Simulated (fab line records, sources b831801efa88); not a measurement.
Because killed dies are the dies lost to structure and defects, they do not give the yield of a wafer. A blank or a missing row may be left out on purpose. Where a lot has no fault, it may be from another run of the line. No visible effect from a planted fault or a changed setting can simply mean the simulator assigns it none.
Which tool did it? -- flow sky130 -- 13 lots with 39 wafers sampled at 5 steps, on a route of 708 steps

WHAT EACH GAUGE READ, for each wafer
SKY_SONOS_TUNNEL_TW_MEAS_12.
lot,measured,on,SONOS_TUNNEL_TW
L681,day 11 13:22,film-metro-03,200.7 201.5 201.5
L682,day 11 16:23,film-metro-01,195.7 196.7 196.3
L686,day 13 09:27,film-metro-01,196.5 197.1 197.2
L687,day 13 21:16,film-metro-01,197.2 198.1 197.9
L688,day 14 04:16,film-metro-04,194.9 194.9 195.8
L691,day 15 04:18,film-metro-01,196.8 196.3 195.3
L692,day 15 10:58,film-metro-03,200.5 201.3 200.4
L694,day 15 21:12,film-metro-03,201.1 201.0 200.4
L698,day 17 02:34,film-metro-03,200.7 200.9 201.0
L699,day 17 14:46,film-metro-01,197.0 196.1 196.3
L700,day 18 04:25,film-metro-03,202.8 201.1 201.6
L701,day 18 06:23,film-metro-01,196.0 196.0 196.1
L703,day 19 00:04,film-metro-01,197.0 196.1 196.0

SKY_POLY_GATE_OVL_MEAS_14.
lot,measured,on,POLY_GATE_OVL (nm)
L681,day 16 14:51,overlay-01,-9 -3 -10
L682,day 16 16:22,overlay-02,7 0 4
L686,day 18 13:51,overlay-02,9 5 10
L687,day 20 01:54,overlay-02,-2 0 -2
L688,day 20 00:58,overlay-02,-4 2 1
L691,day 20 16:48,overlay-02,-2 1 6
L692,day 21 00:15,overlay-02,13 15 18
L694,day 21 12:54,overlay-02,-3 5 -5
L698,day 22 18:30,overlay-02,15 9 13
L699,day 23 06:40,overlay-01,10 7 11
L700,day 23 17:39,overlay-01,8 3 2
L701,day 23 19:13,overlay-01,7 5 5
L703,day 24 15:34,overlay-02,10 7 10

SKY_LDD_HVP_TW_MEAS_10.
lot,measured,on,LDD_HVP_TW
L681,day 21 19:19,film-metro-01,458 458 459
L682,day 21 19:41,film-metro-04,457 454 451
L686,day 23 20:13,film-metro-03,467 468 467
L687,day 25 10:52,film-metro-04,474 473 478
L688,day 25 04:35,film-metro-03,466 466 462
L691,day 25 20:34,film-metro-04,475 477 475
L692,day 26 03:55,film-metro-03,466 470 470
L694,day 26 13:52,film-metro-04,483 480 480
L698,day 27 18:37,film-metro-04,456 455 451
L699,day 28 08:05,film-metro-01,460 459 459
L700,day 28 16:22,film-metro-01,456 461 458
L701,day 28 18:17,film-metro-01,457 461 459
L703,day 29 13:44,film-metro-04,456 455 454

SKY_LDD_LDN_OVL_MEAS_07.
lot,measured,on,LDD_LDN_OVL (nm)
L681,day 23 00:38,overlay-02,1.6 1.8 1.0
L682,day 23 01:38,overlay-02,0.7 0.9 1.4
L686,day 25 01:47,overlay-01,-1.8 -2.2 -1.6
L687,day 26 15:26,overlay-01,-1.1 -1.5 -2.2
L688,day 26 08:59,overlay-01,1.9 0.0 1.5
L691,day 27 01:59,overlay-01,-0.9 -0.2 -0.5
L692,day 27 08:08,overlay-02,0.1 1.4 -1.6
L694,day 27 18:26,overlay-02,-0.5 -1.0 1.0
L698,day 28 22:47,overlay-01,-3.1 -3.8 -2.5
L699,day 29 11:47,overlay-02,0.3 -0.1 0.6
L700,day 29 19:50,overlay-01,2.3 3.1 3.0
L701,day 29 21:53,overlay-01,-2.5 -1.4 -0.1
L703,day 30 17:38,overlay-01,0.0 1.8 1.1

WHAT TOOL EACH LOT RAN ON (gives the tool, then ch and the chambers of the sampled wafers, and finally the start)
lot,SKY_LDD_HVP_IMPLANT_08
L681,"implanter-02 ch 0, day 21 19:04"
L682,"implanter-03 ch 0, day 21 19:27"
L686,"implanter-02 ch 0, day 23 19:58"
L687,"implanter-02 ch 0, day 25 10:37"
L688,"implanter-02 ch 0, day 25 04:20"
L691,"implanter-02 ch 0, day 25 20:19"
L692,"implanter-01 ch 0, day 26 03:40"
L694,"implanter-02 ch 0, day 26 13:37"
L698,"implanter-01 ch 0, day 27 18:22"
L699,"implanter-03 ch 0, day 28 07:50"
L700,"implanter-03 ch 0, day 28 16:07"
L701,"implanter-03 ch 0, day 28 18:02"
L703,"implanter-02 ch 0, day 29 13:29"
- SKY_LDD_HVP_IMPLANT_08

AS READ BY THE TOOLS THEMSELVES (means over the sampled wafers that have a number; for cases with no such wafer, the mark the record gives instead)
SKY_LDD_HVP_IMPLANT_08.
lot,tool,beam-on-s (s),end-station-pressure-torr (Torr),faraday-current-uA
L681,implanter-02,9.98,5.06e-06,98.3
L682,implanter-03,10.02,5.12e-06,97.6
L686,implanter-02,10.02,5.16e-06,97.7
L687,implanter-02,11.51,4.89e-06,84.9
L688,implanter-02,10.12,5.10e-06,96.8
L691,implanter-02,11.35,5.17e-06,86.1
L692,implanter-01,9.97,4.92e-06,98.0
L694,implanter-02,11.63,5.10e-06,84.2
L698,implanter-01,10.02,5.15e-06,97.4
L699,implanter-03,10.02,5.08e-06,98.0
L700,implanter-03,9.93,5.16e-06,98.5
L701,implanter-03,10.12,5.20e-06,97.0
L703,implanter-02,10.08,4.94e-06,97.2

THE ANSWER, worked out from the rows above alone
Rule: what is usual is taken from the lots themselves. The widest of any qualifying gaps counts: lots, ordered by their means at a reading, are off when they make up no more than a third of the lots, leave a main group of 4 or more, and stand apart from it by 3 or more times the standard deviation of that group's means. A main group is skipped when, at the precision printed for the reading in the tables above, its means are all equal. Also off: a lot with no number at a reading for which 4 or more lots have one. The other lots that the step has rows for count as sound. First the gauges in route order, then the tools' own readings, where a lot's mean is used as printed above. At the first step where some lot is off, the reading lying furthest off is the one used; lots without a number count as furthest.
Off: L687, L691, L694 (SKY_LDD_HVP_IMPLANT_08, beam-on-s). The main group has a mean of 10.03 s with a standard deviation of 0.059.
If a tool, at that step or one of the process steps before it, ran each lot that is off and ran no sound lot following the first of them, it fits. Of those tried, none fits.

WHAT HAD BEEN PUT IN BY THE SIMULATOR
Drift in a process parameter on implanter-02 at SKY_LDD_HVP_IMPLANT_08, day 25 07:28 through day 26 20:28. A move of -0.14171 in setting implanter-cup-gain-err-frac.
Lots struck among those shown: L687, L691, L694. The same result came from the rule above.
